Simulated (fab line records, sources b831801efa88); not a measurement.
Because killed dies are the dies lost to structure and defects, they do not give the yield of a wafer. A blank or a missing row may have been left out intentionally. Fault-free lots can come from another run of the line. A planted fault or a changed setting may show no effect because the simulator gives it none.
Which tool did it? -- flow sky130 -- 18 wafers from 6 lots sampled at 2 of the route's 708 steps

== WHAT THE GAUGES READ, wafer by wafer ==
SKY_VIA4_THK_MEAS_20: measures by xrf.
lot,measured,on,VIA4_W_THK (nm)
L190,day 44 05:32,film metro-04,460 459 465
L193,day 44 11:52,film metro-01,467 475 468
L195,day 45 12:46,film metro-04,468 469 469
L202,day 47 09:23,film metro-01,476 473 469
L207,day 48 03:50,film metro-01,484 468 473
L210,day 49 12:29,film metro-01,464 472 460

== WHICH TOOL RAN EACH LOT (tool, then ch and the chambers of the sampled wafers, then the start) ==
lot,SKY_CAPM_STRIP_15
L190,"wet bench-02 ch 1, day 38 22:56"
L193,"wet bench-02 ch 0, day 39 05:50"
L195,"wet bench-04 ch 1, day 40 10:51"
L202,"wet bench-01 ch 2, day 42 12:20"
L207,"wet bench-04 ch 3, day 43 10:02"
L210,"wet bench-01 ch 1, day 45 03:54"
- SKY_CAPM_STRIP_15: strips in post etch residue remover, time 1229 s.

== THE ANSWER, worked out from the rows above alone ==
Rule: the lots themselves supply what counts as usual. The widest of any qualifying gaps counts: lots, ordered by their means at a reading, are off when they make up no more than a third of the lots, leave a main group of 4 or more, and stand apart from it by 3 or more times the standard deviation of that group's means. The tables above print the reading to a certain number of digits; a main group whose means all agree to those digits is not used. A lot without any number at a reading at which 4 lots or more have one is off too. The other lots that the step has rows for count as sound.
No lot is off on any of the readings shown, so nothing can be concluded from this.

== WHAT THE SIMULATOR HAD PUT IN ==
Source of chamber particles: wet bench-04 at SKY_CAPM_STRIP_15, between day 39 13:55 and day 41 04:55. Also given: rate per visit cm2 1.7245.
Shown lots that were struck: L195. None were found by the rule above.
